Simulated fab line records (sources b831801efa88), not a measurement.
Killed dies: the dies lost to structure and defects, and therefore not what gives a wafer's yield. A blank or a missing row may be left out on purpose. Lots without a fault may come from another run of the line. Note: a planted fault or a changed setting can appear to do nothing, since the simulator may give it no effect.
The same fault as seen by 2 desks	flow gf180mcu	each desk has only its own numbers; what lay behind them comes last

THE METROLOGY DESK
Means of the sampled wafers that have a number, per lot and without regard to the tool the lot ran on: this is what the gauges read. Any lot whose mean is over 4 standard deviations away from the usual mean is out of limits and marked OUT; that distance is given in the brackets.
Columns: A = V1_CVD_02_THK at GF_V1_THK_MEAS_03, usual 852 nm; B = cdNm at GF_V1_CD_MEAS_14, usual 260.0 nm
lot	first seen here	A	B
L777	day 17 00:50	868	260.1
L778	day 17 11:45	864	259.3
L779	day 17 20:10	851	261.8
L780	day 18 05:23	848	258.6
L781	day 18 13:53	849	259.8
L784	day 19 19:58	857	263.6
L785	day 20 05:19	861	258.6
L787	day 20 22:02	854	259.8
L790	day 22 01:18	846	260.4
L793	day 23 00:57	876	259.3
L794	day 23 11:55	872	259.1
This desk found nothing out of limits on any of the 11 lots.

TOOL OWNER'S DESK, pecvd-01
The tool's own readings at GF_V1_CVD_02 (deposits SiO2 from TEOS, target thk 850 nm, time 94.851 s): means of the sampled wafers that have a number, for each lot that ran on this tool. Any lot whose mean is over 4 standard deviations away from the usual mean is out of limits and marked OUT; that distance is given in the brackets.
Columns: A = heaterPowerOuterW at GF_V1_CVD_02, usual 408 W; B = heaterPowerW at GF_V1_CVD_02, usual 687 W; C = runLengthS at GF_V1_CVD_02, usual 122.7 s
lot	first seen here	A	B	C
L784	day 19 19:53	411	696	123.3
L787	day 20 21:58	428	712	122.8
L790	day 22 01:14	439	732	123.5
L793	day 23 00:52	481	789	125.1
L794	day 23 11:51	447	736	125.3 (+4.1) OUT
This desk finds L794 out of limits, L794 being first, at day 23 11:51 (runLengthS at GF_V1_CVD_02). Within limits: L784, L787, L790, L793.

TAKEN TOGETHER
The tool owner's desk could have raised an alarm at day 23 11:51, on L794.
Metrology desk: nothing out of limits seen.
The metrology desk has L794 on record, within its limits.
Of the lots named, all ran GF_V1_CVD_02 on pecvd-01.

WHAT THE SIMULATOR HAD INSERTED
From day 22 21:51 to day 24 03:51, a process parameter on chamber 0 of pecvd-01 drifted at GF_V1_CVD_02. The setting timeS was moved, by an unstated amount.
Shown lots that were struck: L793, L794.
Each desk's first reading out of limits, in hours after the fault started: the tool owner's desk, 14.
